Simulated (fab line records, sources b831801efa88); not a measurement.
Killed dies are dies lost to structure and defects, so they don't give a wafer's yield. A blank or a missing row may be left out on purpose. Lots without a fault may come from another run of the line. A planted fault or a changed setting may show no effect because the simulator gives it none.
One fault seen from 2 desks | flow gf180mcu | each desk has only its own numbers; what lay behind them comes last

THE METROLOGY DESK
What the gauges read, lot by lot, whatever tool the lot ran on: means of the sampled wafers that have a number. A lot is out of limits, marked OUT, if its mean lies more than 4 standard deviations from the usual mean; the brackets give that distance.
Columns: A = PASSIVATION_CVD_00_THK at GF_PASSIVATION_THK_MEAS_01, usual 1005 nm
lot  | first seen here | A
L250 | day 28 07:56    | 1005
L252 | day 29 05:30    | 1000
L253 | day 29 05:46    | 1007
L254 | day 29 17:10    | 1005
L256 | day 30 03:01    | 1010
L257 | day 30 14:26    | 1002
L261 | day 31 14:34    | 1004
L262 | day 31 18:13    | 1008
L263 | day 31 21:17    | 1009
L272 | day 34 14:03    | 1113 (+8.3) OUT
L273 | day 34 14:20    | 1109 (+8.0) OUT
This desk's finding: out of limits on L272, L273; first on L272, day 34 14:03 (PASSIVATION_CVD_00_THK at GF_PASSIVATION_THK_MEAS_01). In limits: L250, L252, L253, L254, L256, L257, L261, L262, L263.

THE TOOL OWNER'S DESK: pecvd-03
The tool's own readings at GF_PASSIVATION_CVD_00 (deposits SiO2 from TEOS, target thk 1000 nm, time 111.95 s): means of the sampled wafers that have a number, for each lot that ran on this tool. A lot is out of limits, marked OUT, if its mean lies more than 4 standard deviations from the usual mean; the brackets give that distance.
Columns: A = heater_power_w at GF_PASSIVATION_CVD_00, usual 661 W; B = rf_fwd_power_W at GF_PASSIVATION_CVD_00, usual 596.1 W; C = susceptor_temp_C at GF_PASSIVATION_CVD_00, usual 399.97 C
lot  | first seen here | A   | B                       | C
L254 | day 29 17:04    | 621 | 596.2                   | 400.05
L261 | day 31 14:30    | 737 | 597.4                   | 399.66
L272 | day 34 13:58    | 674 | 836.4 (+99 or more) OUT | 399.93
L273 | day 34 14:15    | 624 | 836.2 (+99 or more) OUT | 400.12
This desk's finding: out of limits on L272, L273; first on L272, day 34 13:58 (rf_fwd_power_W at GF_PASSIVATION_CVD_00). In limits: L254, L261.

PUT TOGETHER
The tool owner's desk could have raised an alarm at day 34 13:58, on L272, L273.
The metrology desk could have raised an alarm at day 34 14:03, on L272, L273.
Of the lots named, all ran GF_PASSIVATION_CVD_00 on pecvd-03.

WHAT THE SIMULATOR HAD PUT IN
Process parameter drift: pecvd-03, from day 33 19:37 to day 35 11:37, at GF_PASSIVATION_CVD_00. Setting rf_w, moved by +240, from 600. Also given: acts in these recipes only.
Lots struck among those shown: L272, L273.
Hours from the fault's start to each desk's first reading out of limits: the tool owner's desk, 18; the metrology desk, 18.
